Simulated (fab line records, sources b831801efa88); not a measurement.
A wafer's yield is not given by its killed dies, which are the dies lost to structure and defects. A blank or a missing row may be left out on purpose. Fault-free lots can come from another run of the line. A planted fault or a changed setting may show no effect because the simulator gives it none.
Problem report in the 8D (eight disciplines) form, filled by code	flow gf180mcu	the parts of the form that need people (team, actions taken, sign-off) are left out

## 1. PROBLEM STATEMENT
Mean of cd nm at GF_M4_CD_MEAS_14: 272.6 nm across 6 wafers in 2 lots; on wafers with no fault it is 280.0 nm (standard deviation 1.2). That puts it -6.1 standard deviations away from the usual mean.
The step: target cd 280 nm.
The first sign was on wafer L244.1 at day 28 21:40, on cd sem-01. The record holds 33 wafers of 11 lots with a number at this step. By rule, "out" or "out of limits" means more than 4 standard deviations away from the usual mean. All remaining wafers that have a number are taken as sound.

## 2. WHAT IT IS; WHAT IT IS NOT
question	is	is not
which readings at this step	cd nm	-
which lots	L244, L245	L230, L232, L233, L240, L242, L243, L246, L248, L250
which wafers of those lots	all that have a number	-
read on which gauges	cd sem-01, cd sem-02	-
when	from day 28 21:40	up to then (18 sound wafers); but 9 sound wafers of L246, L248, L250 came after

## 3. SUSPECTS, AND WHAT RULES EACH OUT
Counting: a tool stays on the suspect list if, at a process step up to the reading, it processed all lots that are out and no sound lot following the first of them.
- the gauge at GF_M4_CD_MEAS_14 has been ruled out. Those wafers that are out were read across 2 gauges (cd sem-01, cd sem-02).
- pvd sputter-04 at GF_M3_SPUTTER_04 (material TiN, target thk 50 nm, time 41.7 s): ruled out as a lasting fault. After its first lot that is out, L244 (day 26 05:58), sound lots L250 ran on it.
- litho track-02 at GF_M4_COAT_09 (resist thk 1000 nm): kept. It processed each lot that is out, first L244 at day 28 12:10, and no sound lot thereafter; up to then, the last sound lot it processed was L243 at day 27 22:01.
The count leaves litho track-02 at GF_M4_COAT_09.

## 4. THE CAUSE (what the simulator had put in)
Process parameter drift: litho track-02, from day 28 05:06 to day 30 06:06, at GF_M4_COAT_09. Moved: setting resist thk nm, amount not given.
The count eliminated every tool but this one.

## 5. THE CHAIN OF EFFECTS, in route order
Each row: a reading where the mean over the struck wafers with a number is more than 3 standard deviations away from the usual. Scope: only readings with a usual standard deviation given in the record; hours: median across lots of the time from each lot's start at the first step in this table that gives one to its start at this step; sigmas: change in usual standard deviations.
hours	step	reading	usual	on struck wafers	change	sigmas
0	GF_M4_CD_MEAS_14	cd nm	280.0 nm	272.6	-7.4	-6.1
0	GF_M4_STRIP_17	oes product au	0.556 a.u.	0.493	-0.063	-14
0	GF_M4_STRIP_17	strip time to endpoint s	7.87 s	6.34	-1.53	-42
Process steps it contains:
- GF_M4_STRIP_17: strips in O2/N2.
At these later measuring or inspecting steps, every struck wafer for which the step has a row has a number for every such reading, and none has moved that far: GF_V4_THK_MEAS_01.

## 6. HOW IT WOULD HAVE BEEN CAUGHT EARLIER
The first out-of-limits reading at a measuring or inspecting step in this record came at day 28 21:40, 17 hours after the fault's start at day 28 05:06.
Lots out: 2; all had begun GF_M4_COAT_09 on litho track-02 by day 28 21:40. Tool hold at that time: it would have spared none of them.
